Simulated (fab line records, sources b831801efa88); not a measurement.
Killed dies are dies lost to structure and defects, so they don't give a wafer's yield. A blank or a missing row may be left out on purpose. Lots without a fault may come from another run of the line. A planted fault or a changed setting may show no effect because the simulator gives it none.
A struck lot beside a sound one | flow sky130 | 37 steps out of a route of 708
Sound: wafers L518.3, L518.4, L518.5. Struck: wafers L511.3, L511.4, L511.6. The cause comes at the end.
At each step with rows: each side's tool, then ch and its chambers, then its first start. Under that, the readings that differ: sound wafers | struck wafers | difference of the means | sigmas: that difference in standard deviations of wafers without a fault.
alike: readings whose means differ by less than 2 such deviations, and words and numbers that are the same on both sides. not compared: withheld readings, readings that some wafer has no value for, bounds like >300 that may hide the same value, and numbers for which the record gives no deviation and whose values overlap.
The two part at a step that has a row with sigmas, a row that says differs or no value, or rows on one side only. Numbers that don't overlap but have no deviation are shown without sigmas and don't part them. A reading that every wafer of one side lacks parts them only if that side has two wafers or more.

first, 9 steps without rows for these wafers: SKY_VIA3_SPUTTER_20 (material TiN, target thk 20 nm, time 80 s); SKY_VIA3_CVD_21 (deposits W, target thk 390 nm, time 117.31 s); SKY_VIA3_CMP_24 (polishes, stops on SiO2, t overpolish 20 s, target thk 0 nm); SKY_METAL4_SPUTTER_00 (material Ti, target thk 15 nm, time 10 s); SKY_METAL4_SPUTTER_01 (material TiN, target thk 20 nm, time 16.7 s); SKY_METAL4_SPUTTER_02 (material AlCu, target thk 735 nm, time 39.1 s); SKY_METAL4_SPUTTER_03 (material Ti, target thk 5 nm, time 3.3 s); SKY_METAL4_SPUTTER_04 (material TiN, target thk 70 nm, time 58.3 s); SKY_CAP2M_CVD_00 (deposits SiO2, target thk 15.5 nm).
SKY_CAP2M_SPUTTER_02: material TiN, target thk 200 nm, time 166.7 s.
  sound on pvd_sputter-03, day 45 09:26; struck on pvd_sputter-02, day 43 06:59
  reading                                   | sound         | struck            | difference | sigmas
  model.TiN_of_CAP2M_SPUTTER_02.thk_nm (nm) | 201.9 201 201 | 215.1 214.1 215.9 | +13.7      |
  alike: throttle_valve_pct
SKY_CAP2M_RS_MEAS_03: measures by four-point-probe.
  sound on film_metro-03, day 45 09:35; struck on film_metro-02, day 43 07:26
  reading               | sound          | struck         | difference | sigmas
  CAP2M_TIN_RS (ohm/sq) | 6.85 6.89 6.88 | 6.40 6.42 6.38 | -0.47      | -7
  not compared: hold
SKY_CAP2M_THK_MEAS_04: measures by xrf.
  sound on film_metro-03, day 45 09:41; struck on film_metro-02, day 43 09:09
  reading            | sound             | struck            | difference | sigmas
  CAP2M_TIN_THK (nm) | 203.7 202.1 202.6 | 216.2 215.5 215.2 | +12.8      | +6
  not compared: hold
then, 6 steps without rows for these wafers: SKY_CAP2M_HMDS_06 (prime time 60 s); SKY_CAP2M_COAT_07 (resist thk 1140 nm); SKY_CAP2M_SOFTBAKE_08 (time 60 s); SKY_CAP2M_EXPOSE_09 (exposes mask CAP2M, target cd 1000 nm); SKY_CAP2M_PEB_10; SKY_CAP2M_DEVELOP_11 (develop time 60 s).
SKY_CAP2M_METAL_ETCH_13: etches TiN in Cl2/BCl3, stops on SiO2, target depth 220 nm, time 62.9 s.
  sound on rie_metal-01 ch 0,1, day 46 06:43; struck on rie_metal-01 ch 0,1, day 44 05:16
  reading               | sound             | struck            | difference | sigmas
  oes_product_au (a.u.) | 0.950 0.948 0.947 | 0.974 0.976 0.984 | +0.030     | +4
  alike: drypump_motor_current_A, throttle_valve_pct
  not compared: rf_hours_counter_h
then, 16 steps without rows for these wafers: SKY_CAP2M_STRIP_14 (strips in O2/N2); SKY_CAP2M_STRIP_15 (strips in post etch residue remover, time 1200 s); SKY_CAP2M_CLEAN_16 (cleans in IPA, time 180 s); SKY_CAP2M_CLEAN_17 (cleans in O3/DIW); SKY_METAL4_DEHYDRATE_05 (time 60 s); SKY_METAL4_HMDS_06 (prime time 60 s); SKY_METAL4_COAT_07 (resist thk 60 nm); SKY_METAL4_COAT_08 (resist thk 1140 nm); SKY_METAL4_SOFTBAKE_09 (time 90 s); SKY_METAL4_EXPOSE_10 (exposes mask MM4, target cd 300 nm); SKY_METAL4_PEB_11; SKY_METAL4_DEVELOP_12 (develop time 60 s); SKY_METAL4_DESCUM_15 (chemistry O2, time 8 s); SKY_METAL4_ETCH_16 (etches BARC in N2/H2, stops on SiO2, time 88.2 s, target depth 60 nm); SKY_METAL4_ETCH_17 (etches SiO2 in C4F8/O2/Ar, stops on TiN, time 3.9 s, target depth 15 nm); SKY_METAL4_METAL_ETCH_18 (etches the open film in Cl2/BCl3, stops on SiO2, target depth 845 nm, time 183.1 s).
SKY_METAL4_STRIP_20: strips in post etch residue remover, time 1200 s.
  sound on wet_bench-01 ch 1, day 47 05:05; struck on wet_bench-04 ch 0, day 45 05:02
  reading                                   | sound             | struck            | difference | sigmas
  model.TiN_of_CAP2M_SPUTTER_02.thk_nm (nm) | 201.1 200.1 200.1 | 214.2 213.3 215.1 | +13.8      |
-- the record jumps here: 4 days lie between the struck wafers' starts before and after (it left off in module METAL4 and takes up again in module PAD_OPEN, whose first step shown is number 708 of the route) --
SKY_PAD_OPEN_PROBE_99:
  sound on prober-01, day 50 11:22; struck on prober-02, day 48 18:22
  reading                                 | sound                   | struck                  | difference | sigmas
  model.etest.cap_mim2.plate_ohm_sq       | 6.014 5.966 5.952       | 5.579 5.582 5.559       | -0.404     |
  model.etest.pfet_01v8_mvt.vt_sat_v (V)  | -0.5715 -0.5707 -0.571  | -0.5987 -0.5912 -0.5898 | -0.0222    |
  model.etest.pfet_01v8_mvt.vt_v (V)      | -0.6544 -0.6538 -0.6569 | -0.6783 -0.6714 -0.6693 | -0.0180    |
  model.etest.pfet_01v8_mvt.vt_long_v (V) | -0.8656 -0.8617 -0.8673 | -0.8765 -0.8755 -0.8744 | -0.0106    |
  alike: killed_at_M0_to_M3, killed_at_M4_up, killed_at_contacts, killed_at_front_end, killed_at_other, killed_dies, killed_open, killed_short
  not compared: model.etest.pfet_01v8_mvt.drive_ua_um, model.etest.pfet_01v8_mvt.off_log10_a_um, model.etest.cap_mim2.leak_log10_a_cm2

WHERE THEY PART
First at SKY_CAP2M_RS_MEAS_03; last, within this record, at SKY_CAP2M_METAL_ETCH_13. Later steps at which nothing parts them and some readings are alike: SKY_PAD_OPEN_PROBE_99.

WHY: what the simulator had put in
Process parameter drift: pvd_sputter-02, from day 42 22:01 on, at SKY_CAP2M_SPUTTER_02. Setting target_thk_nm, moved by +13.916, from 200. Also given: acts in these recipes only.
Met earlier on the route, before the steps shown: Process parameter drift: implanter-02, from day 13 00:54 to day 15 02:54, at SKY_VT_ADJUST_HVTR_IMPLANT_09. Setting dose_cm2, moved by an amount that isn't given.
